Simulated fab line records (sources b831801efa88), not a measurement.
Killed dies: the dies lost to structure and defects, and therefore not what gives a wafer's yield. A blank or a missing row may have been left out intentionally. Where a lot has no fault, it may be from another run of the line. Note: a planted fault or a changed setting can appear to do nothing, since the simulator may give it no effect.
The tool behind it: which one? :: flow sky130 :: 14 lots, 41 wafers sampled, at 3 steps of a route of 708

## WHAT THE GAUGES READ, wafer by wafer
SKY_METAL4_CD_MEAS_13 targets a cd of 300 nm.
lot: L210
measured: day 42 00:34
on: cdSem-01
cdNm (nm): 299.3 298.5 298.9

lot: L211
measured: day 42 09:50
on: cdSem-02
cdNm (nm): 300.3 299.1 301.3

lot: L212
measured: day 42 13:37
on: cdSem-02
cdNm (nm): 297.9 297.8 297.0

lot: L213
measured: day 42 15:43
on: cdSem-01
cdNm (nm): 299.1 298.6 299.7

lot: L214
measured: day 42 23:16
on: cdSem-01
cdNm (nm): 300.4 301.0 301.1

lot: L215
measured: day 43 06:10
on: cdSem-01
cdNm (nm): 299.5 298.6 298.7

lot: L216
measured: day 43 14:14
on: cdSem-02
cdNm (nm): 299.3 299.9 298.9

lot: L217
measured: day 44 01:35
on: cdSem-02
cdNm (nm): 300.6 300.5 298.8

lot: L218
measured: day 44 06:08
on: cdSem-02
cdNm (nm): 298.3 298.4

lot: L226
measured: day 46 06:44
on: cdSem-02
cdNm (nm): 300.3 299.7 299.5

lot: L227
measured: day 46 09:13
on: cdSem-02
cdNm (nm): 299.6 300.5 301.0

lot: L228
measured: day 46 10:08
on: cdSem-02
cdNm (nm): 301.3 301.3 301.6

lot: L230
measured: day 47 04:35
on: cdSem-02
cdNm (nm): 302.8 300.8 301.4

lot: L232
measured: day 47 12:49
on: cdSem-01
cdNm (nm): 299.5 298.7 299.2

## WHAT TOOL EACH LOT RAN ON (gives the tool, then ch and the chambers of the sampled wafers, and finally the start)
lot: L210
SKY_VIA3_CVD_21: cvdW-01 ch 0,1, day 39 22:56
SKY_METAL4_SPUTTER_02: pvdSputter-04, day 39 23:35

lot: L211
SKY_VIA3_CVD_21: cvdW-01 ch 0,1, day 40 08:07
SKY_METAL4_SPUTTER_02: pvdSputter-03, day 40 08:46

lot: L212
SKY_VIA3_CVD_21: cvdW-02 ch 0,1, day 40 12:11
SKY_METAL4_SPUTTER_02: pvdSputter-04, day 40 12:47

lot: L213
SKY_VIA3_CVD_21: cvdW-01 ch 0,1, day 40 14:25
SKY_METAL4_SPUTTER_02: pvdSputter-04, day 40 15:04

lot: L214
SKY_VIA3_CVD_21: cvdW-02 ch 0,1, day 40 22:26
SKY_METAL4_SPUTTER_02: pvdSputter-03, day 40 23:05

lot: L215
SKY_VIA3_CVD_21: cvdW-01 ch 0,1, day 41 06:01
SKY_METAL4_SPUTTER_02: pvdSputter-03, day 41 06:37

lot: L216
SKY_VIA3_CVD_21: cvdW-01 ch 0,1, day 41 14:26
SKY_METAL4_SPUTTER_02: pvdSputter-03, day 41 15:02

lot: L217
SKY_VIA3_CVD_21: cvdW-02 ch 0,1, day 42 01:26
SKY_METAL4_SPUTTER_02: pvdSputter-04, day 42 02:19

lot: L218
SKY_VIA3_CVD_21: cvdW-02 ch 1, day 42 06:57
SKY_METAL4_SPUTTER_02: pvdSputter-03, day 42 07:36

lot: L226
SKY_VIA3_CVD_21: cvdW-01 ch 0,1, day 44 10:16
SKY_METAL4_SPUTTER_02: pvdSputter-01, day 44 11:01

lot: L227
SKY_VIA3_CVD_21: cvdW-02 ch 0,1, day 44 13:14
SKY_METAL4_SPUTTER_02: pvdSputter-04, day 44 13:53

lot: L228
SKY_VIA3_CVD_21: cvdW-01 ch 0,1, day 44 13:30
SKY_METAL4_SPUTTER_02: pvdSputter-04, day 44 14:09

lot: L230
SKY_VIA3_CVD_21: cvdW-02 ch 0,1, day 45 09:05
SKY_METAL4_SPUTTER_02: pvdSputter-04, day 45 09:44

lot: L232
SKY_VIA3_CVD_21: cvdW-01 ch 0,1, day 45 17:49
SKY_METAL4_SPUTTER_02: pvdSputter-04, day 45 18:26
- SKY_VIA3_CVD_21: deposits W, target thk 390 nm, time 117.31 s.
- SKY_METAL4_SPUTTER_02: material AlCu, target thk 735 nm, time 39.1 s.

## WHAT THE TOOLS THEMSELVES READ (means of the sampled wafers that have a number; where no wafer has one, the mark that the record gives instead)
SKY_VIA3_CVD_21.
lot: L210
tool: cvdW-01
chamberPressureTorr (Torr): 40.00
heaterPowerW (W): 804

lot: L211
tool: cvdW-01
chamberPressureTorr (Torr): 39.99
heaterPowerW (W): 850

lot: L212
tool: cvdW-02
chamberPressureTorr (Torr): 40.01
heaterPowerW (W): 881

lot: L213
tool: cvdW-01
chamberPressureTorr (Torr): 40.05
heaterPowerW (W): 828

lot: L214
tool: cvdW-02
chamberPressureTorr (Torr): 40.04
heaterPowerW (W): 905

lot: L215
tool: cvdW-01
chamberPressureTorr (Torr): 39.93
heaterPowerW (W): 796

lot: L216
tool: cvdW-01
chamberPressureTorr (Torr): 39.98
heaterPowerW (W): 835

lot: L217
tool: cvdW-02
chamberPressureTorr (Torr): 40.03
heaterPowerW (W): 840

lot: L218
tool: cvdW-02
chamberPressureTorr (Torr): 40.16
heaterPowerW (W): 978

lot: L226
tool: cvdW-01
chamberPressureTorr (Torr): 40.06
heaterPowerW (W): 835

lot: L227
tool: cvdW-02
chamberPressureTorr (Torr): 39.90
heaterPowerW (W): 916

lot: L228
tool: cvdW-01
chamberPressureTorr (Torr): 40.00
heaterPowerW (W): 807

lot: L230
tool: cvdW-02
chamberPressureTorr (Torr): 39.96
heaterPowerW (W): 832

lot: L232
tool: cvdW-01
chamberPressureTorr (Torr): 40.04
heaterPowerW (W): 845

SKY_METAL4_SPUTTER_02.
lot: L210
tool: pvdSputter-04
chamberPressurePa (Pa): 0.3999
throttleValvePct (%): 29.3

lot: L211
tool: pvdSputter-03
chamberPressurePa (Pa): 0.3999
throttleValvePct (%): 28.7

lot: L212
tool: pvdSputter-04
chamberPressurePa (Pa): 0.3993
throttleValvePct (%): 29.8

lot: L213
tool: pvdSputter-04
chamberPressurePa (Pa): 0.4001
throttleValvePct (%): 30.2

lot: L214
tool: pvdSputter-03
chamberPressurePa (Pa): 0.3998
throttleValvePct (%): 29.6

lot: L215
tool: pvdSputter-03
chamberPressurePa (Pa): 0.3996
throttleValvePct (%): 29.2

lot: L216
tool: pvdSputter-03
chamberPressurePa (Pa): 0.4004
throttleValvePct (%): 29.5

lot: L217
tool: pvdSputter-04
chamberPressurePa (Pa): 0.3998
throttleValvePct (%): 29.5

lot: L218
tool: pvdSputter-03
chamberPressurePa (Pa): 0.3998
throttleValvePct (%): 28.8

lot: L226
tool: pvdSputter-01
chamberPressurePa (Pa): 0.4005
throttleValvePct (%): 29.7

lot: L227
tool: pvdSputter-04
chamberPressurePa (Pa): 0.4001
throttleValvePct (%): 29.8

lot: L228
tool: pvdSputter-04
chamberPressurePa (Pa): 0.3999
throttleValvePct (%): 29.2

lot: L230
tool: pvdSputter-04
chamberPressurePa (Pa): 0.4008
throttleValvePct (%): 29.3

lot: L232
tool: pvdSputter-04
chamberPressurePa (Pa): 0.3999
throttleValvePct (%): 28.7

## THE ANSWER, worked out from the rows above alone
Rule: the usual values come from the lots themselves. Put in order of their means at a reading, lots are off if they are a third of the lots or fewer, leave a main group of 4 or more, and stand apart from it by a gap of 3 or more times the standard deviation of the main group's means; of several such gaps the widest counts. Not used: any main group whose means are identical at the precision the tables above print for the reading. A lot without any number at a reading at which 4 lots or more have one is off too. The other lots that the step has rows for count as sound. First the gauges in route order, then the tools' own readings, where a lot's mean is used as printed above. The first step at which some lot is off is used, and at that step the reading that is off furthest; a lot without a number counts as furthest.
Nothing can be told from this: no lot is off at any reading shown.

## WHAT THE SIMULATOR HAD INSERTED
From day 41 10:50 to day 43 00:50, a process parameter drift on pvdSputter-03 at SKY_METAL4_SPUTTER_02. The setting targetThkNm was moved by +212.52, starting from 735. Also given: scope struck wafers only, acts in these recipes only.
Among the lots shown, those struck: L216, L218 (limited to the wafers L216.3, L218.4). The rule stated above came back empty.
